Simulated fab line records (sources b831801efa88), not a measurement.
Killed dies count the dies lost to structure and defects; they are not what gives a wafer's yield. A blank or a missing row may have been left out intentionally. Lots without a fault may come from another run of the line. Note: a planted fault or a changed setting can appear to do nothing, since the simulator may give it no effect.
fab line records | flow sky130 | part 2 of 2: steps 25 to 32 of 32
[record] lots = 5 wafers = 15 last-day = 50
route steps=708 shown VIA2@520 METAL3@532 CAPM@537
lots with no fault: from the same line, run without faults
start-h: start of the lot's first displayed wafer, in hours after the record's first day | wait-h: hours from the lot's prior step to this one | " the same as in the row above | L1.1+2: a row that stands for several wafers | - no value, or no start given | * or withheld: withheld | < > ~ a bound
route shown NAME@n: a module of which the file shows steps, and the number in the route of the first | usual: mean/standard deviation of fault-free wafers | same: alike in all rows | chamber/n: place in a boat | sites: the reading at each site | _std_site: how widely they spread, as a standard deviation | _edge_site: the outer-site mean with the inner-site mean subtracted | radius-mm: how far each site lies from the wafer's centre | mask NAME#n: copy n | behind: the tool/chamber that last shaped the wafer | hold: why the lot was held/for how many hours/how that ended | device: transistor that didn't switch, given as n, p or np | end of line: at the end of the route, the tests of the same wafers | where a step has no rows: the recipe by itself | killed: at the first sort, the dies lost to defects and structure; wafer yield is something else | map: dies across one wafer; x = killed, . = not, _ = none there
set.NAME: the setting as run; set.NAME@STEP: as run at that earlier step | model.NAME: the simulator's own value behind a step, which no gauge read
certain route steps with their lots: each step a table, each wafer a row
services: the hour from which a tool's chamber was out of use, counted from the record's first day as start-h (under 0 if before that day), plus the number of hours and why
[[steps]]
[step SKY_CAPM_COAT_07]
[recipe] resist = NOVOLAK spin-rpm = 3000 resist-thk-nm = 1140
[usual] exhaust-pa = 45.2/0.85
// columns lot.wafer tool chamber start-h wait-h exhaust-pa
L081.1 litho-track-03 0 915.27 0.1 44.9
L081.2 " 0 " " 45.9
L081.4 " 0 " " 46.4
L083.1 litho-track-03 0 936.02 0.1 45.8
L083.3 " 0 " " 45.9
L083.6 " 0 " " 45.0
L087.1 litho-track-03 0 978.52 0.1 45.3
L087.3 " 0 " " 46.0
L087.6 " 0 " " 45.1
L091.1 litho-track-03 0 981.47 0.1 44.3
L091.3 " 0 " " 44.9
L091.4 " 0 " " 43.6
L097.1 litho-track-03 0 1018.87 0.1 45.5
L097.3 " 0 " " 44.7
L097.6 " 0 " " 45.6
[step SKY_CAPM_SOFTBAKE_08]
[recipe] temp-c = 90 time-s = 60 resist = NOVOLAK
[usual] exhaust-pa = 45.1/0.95
[same] time-s = 60
// columns lot.wafer tool chamber start-h wait-h exhaust-pa
L081.1 litho-track-03 0 915.42 0.1 43.9
L081.2 " 0 " " 44.7
L081.4 " 0 " " 45.3
L083.1 litho-track-03 0 936.17 0.1 44.7
L083.3 " 0 " " 45.7
L083.6 " 0 " " 45.5
L087.1 litho-track-03 0 978.67 0.1 45.8
L087.3 " 0 " " 44.6
L087.6 " 0 " " 45.6
L091.1 litho-track-03 0 981.62 0.1 44.4
L091.3 " 0 " " 45.0
L091.4 " 0 " " 43.3
L097.1 litho-track-03 0 1019.02 0.1 46.4
L097.3 " 0 " " 46.5
L097.6 " 0 " " 46.5
[step SKY_CAPM_EXPOSE_09]
[recipe] mask-id = CAPM na = 0.6 source-shape = conventional sigma-outer = 0.6 polarization = unpolarized target-cd-nm = 1000 dose-mj = 159
[usual] focus-offset-nm = 0.1/0.52 reticle-temp-C = 23.01/0.12
// columns lot.wafer tool chamber start-h wait-h mask focus-offset-nm reticle-temp-C
L081.1 iline-stepper-02 0 - - CAPM#0 -0.1 22.96
L081.2 " 0 " " CAPM#0 -0.3 22.89
L081.4 " 0 " " CAPM#0 -0.2 23.01
L083.1 iline-stepper-01 0 - - CAPM#0 -0.4 23.08
L083.3 " 0 " " CAPM#0 -0.4 23.02
L083.6 " 0 " " CAPM#0 -0.4 23.13
L087.1 iline-stepper-02 0 - - CAPM#0 -0.5 22.99
L087.3 " 0 " " CAPM#0 -0.3 23.02
L087.6 " 0 " " CAPM#0 0.5 23.05
L091.1 iline-stepper-02 0 - - CAPM#0 0.5 22.95
L091.3 " 0 " " CAPM#0 0.0 22.90
L091.4 " 0 " " CAPM#0 -0.1 22.95
L097.1 iline-stepper-02 0 - - CAPM#0 0.9 23.02
L097.3 " 0 " " CAPM#0 0.4 22.92
L097.6 " 0 " " CAPM#0 0.6 23.12
[step SKY_CAPM_PEB_10]
[recipe] temp-c = withheld time-s = * resist = NOVOLAK
[usual] exhaust-pa = 44.8/0.86
[same] time-s = *
// columns lot.wafer tool chamber start-h wait-h exhaust-pa
L081.1 litho-track-04 0 - - 45.8
L081.2 " 0 " " 44.8
L081.4 " 0 " " 44.2
L083.1 litho-track-04 0 - - 43.8
L083.3 " 0 " " 45.8
L083.6 " 0 " " 44.7
L087.1 litho-track-04 0 - - 44.7
L087.3 " 0 " " 44.2
L087.6 " 0 " " 44.7
L091.1 litho-track-04 0 - - 43.3
L091.3 " 0 " " 45.0
L091.4 " 0 " " 44.0
L097.1 litho-track-04 0 - - 44.1
L097.3 " 0 " " 45.3
L097.6 " 0 " " 44.2
[step SKY_CAPM_DEVELOP_11]
[recipe] resist = NOVOLAK developer = TMAH develop-time-s = 60 dev-temp-c = 23
[usual] developer-temp-C = 22.99/0.11 exhaust-pa = 44.8/0.87
// columns lot.wafer tool chamber start-h wait-h developer-temp-C exhaust-pa
L081.1 litho-track-04 0 927.38 0.1 22.97 45.3
L081.2 " 0 " " 22.86 44.0
L081.4 " 0 " " 22.97 44.0
L083.1 litho-track-04 0 947.78 0.1 22.96 45.2
L083.3 " 0 " " 22.96 44.8
L083.6 " 0 " " 22.92 44.0
L087.1 litho-track-04 0 990.63 0.1 23.14 45.7
L087.3 " 0 " " 22.88 44.6
L087.6 " 0 " " 22.96 43.9
L091.1 litho-track-04 0 992.98 0.1 23.01 44.9
L091.3 " 0 " " 23.00 43.7
L091.4 " 0 " " 23.08 45.1
L097.1 litho-track-04 0 1030.93 0.1 22.85 43.8
L097.3 " 0 " " 23.12 43.9
L097.6 " 0 " " 22.87 44.2
[step SKY_CAPM_OVL_MEAS_12]
[usual] CAPM_OVL = 0.1/1.3
// columns lot.wafer tool chamber start-h wait-h CAPM_OVL[nm]
L081.1 overlay-01 - 927.53 0.1 0.4
L081.2 " - " " 0.5
L081.4 " - " " -0.2
L083.1 overlay-02 - 947.93 0.1 2.3
L083.3 " - " " 3.2
L083.6 " - " " 1.8
L087.1 overlay-02 - 990.78 0.1 0.5
L087.3 " - " " 1.3
L087.6 " - " " 1.3
L091.1 overlay-02 - 993.13 0.1 1.7
L091.3 " - " " 2.9
L091.4 " - " " 2.6
L097.1 overlay-01 - 1031.08 0.1 -0.8
L097.3 " - " " 0.0
L097.6 " - " " -0.2
[step SKY_CAPM_METAL_ETCH_13]
[recipe] target-depth-nm = 220 stop-on = SiO2 chemistry = Cl2/BCl3 target = TiN pressure-mtorr = 10 icp-w = 900 bias-w = 48.5 Cl2_flow_sccm = 60 bcl3-flow-sccm = 30 time-s = 62.9
[usual] drypump-motor-current-A = 5.8/0.54 oes-product-au = 0.940/0.0065 throttle-valve-pct = 21.903/0.0096
[same] time-s = 62.9
// columns lot.wafer tool chamber start-h wait-h drypump-motor-current-A oes-product-au rf-hours-counter-h throttle-valve-pct
L081.1 rie-metal-03 1 927.57 0.0 6.7 0.943 1 21.899
L081.2 " 0 " " 5.6 0.954 4 21.905
L081.4 " 0 " " 5.6 0.934 - 21.886
L083.1 rie-metal-01 0 947.97 0.0 6.0 0.938 20 21.891
L083.3 " 0 " " 6.1 0.938 - 21.898
L083.6 " 0 " " 6.1 0.933 - 21.902
L087.1 rie-metal-04 0 990.82 0.0 5.1 0.937 13 21.882
L087.3 " 1 " " 5.2 0.952 - 21.904
L087.6 " 0 " " 5.1 0.940 - 21.927
L091.1 rie-metal-03 0 993.17 0.0 5.6 0.937 8 21.889
L091.3 " 0 " " 5.7 0.945 - 21.896
L091.4 " 1 " " 6.6 0.947 - 21.915
L097.1 rie-metal-01 1 1031.12 0.0 5.9 0.946 18 21.908
L097.3 " 1 " " 5.9 0.940 - 21.889
L097.6 " 1 " " 5.9 0.939 - 21.893
[step SKY_CAPM_STRIP_14]
[recipe] chemistry = O2/N2 power-w = 1400 pressure-mtorr = 1500 platen-temp-c = withheld o2-flow-sccm = 3000 n2-flow-sccm = 300 overash-fraction = 0.5
[usual] drypump-motor-current-A = 5.6/0.42 oes-product-au = 0.710/0.005 strip-time-to-endpoint-s = 12.66/0.036
[same] overash-fraction = 0.5
// columns lot.wafer tool chamber start-h wait-h drypump-motor-current-A oes-product-au rf-hours-counter-h strip-time-to-endpoint-s
L081.1 plasma-asher-02 0 927.64 0.1 5.7 0.707 83 12.60
L081.2 " 1 " " 5.8 0.710 83 12.66
L081.4 " 0 " " 5.7 0.713 - 12.60
L083.1 plasma-asher-02 1 948.12 0.1 5.8 0.700 85 12.71
L083.3 " 1 " " 5.8 0.716 - 12.62
L083.6 " 0 " " 5.7 0.719 - 12.68
L087.1 plasma-asher-03 1 990.89 0.1 5.8 0.710 115 12.62
L087.3 " 0 " " 4.9 0.703 - 12.64
L087.6 " 1 " " 5.8 0.712 - 12.65
L091.1 plasma-asher-03 1 993.24 0.1 5.8 0.713 115 12.63
L091.3 " 1 " " 5.8 0.711 - 12.68
L091.4 " 0 " " 4.9 0.714 - 12.60
L097.1 plasma-asher-02 0 1031.27 0.1 5.7 0.712 94 12.69
L097.3 " 0 " " 5.7 0.714 - 12.74
L097.6 " 0 " " 5.7 0.716 - 12.65
[[services]]
// columns tool chamber start-h hours kind
cmp-02 - 886.09 8.3 pm
pecvd-03 0 898.77 5.6 repair
rie-diel-03 1 899.09 13.5 repair
rie-diel-04 - 901.67 0.4 repair
cvd-w-02 - 904.00 14.0 pm
pvd-sputter-01 - 910.95 37.5 repair
plasma-asher-02 - 916.68 2.8 pm
pecvd-03 1 917.21 7.6 repair
plasma-asher-01 - 918.05 0.6 repair
pvd-sputter-04 - 925.88 7.3 repair
iline-stepper-02 - 933.16 1.7 pm
pvd-sputter-02 - 945.25 1.4 repair
pvd-sputter-01 - 951.27 4.6 repair
iline-stepper-02 - 953.49 0.9 repair
pvd-sputter-02 - 954.11 7.1 repair
rie-diel-03 - 954.97 0.3 repair
rie-diel-04 2 974.19 9.8 repair
rie-diel-04 0 981.65 4.8 repair
iline-stepper-02 - 1001.04 17.6 repair
pvd-sputter-04 - 1010.93 0.6 repair
pvd-sputter-01 - 1011.51 0.9 repair
pvd-sputter-01 - 1013.53 1.3 repair
plasma-asher-01 - 1020.73 2.8 pm
cmp-02 - 1024.54 0.4 repair
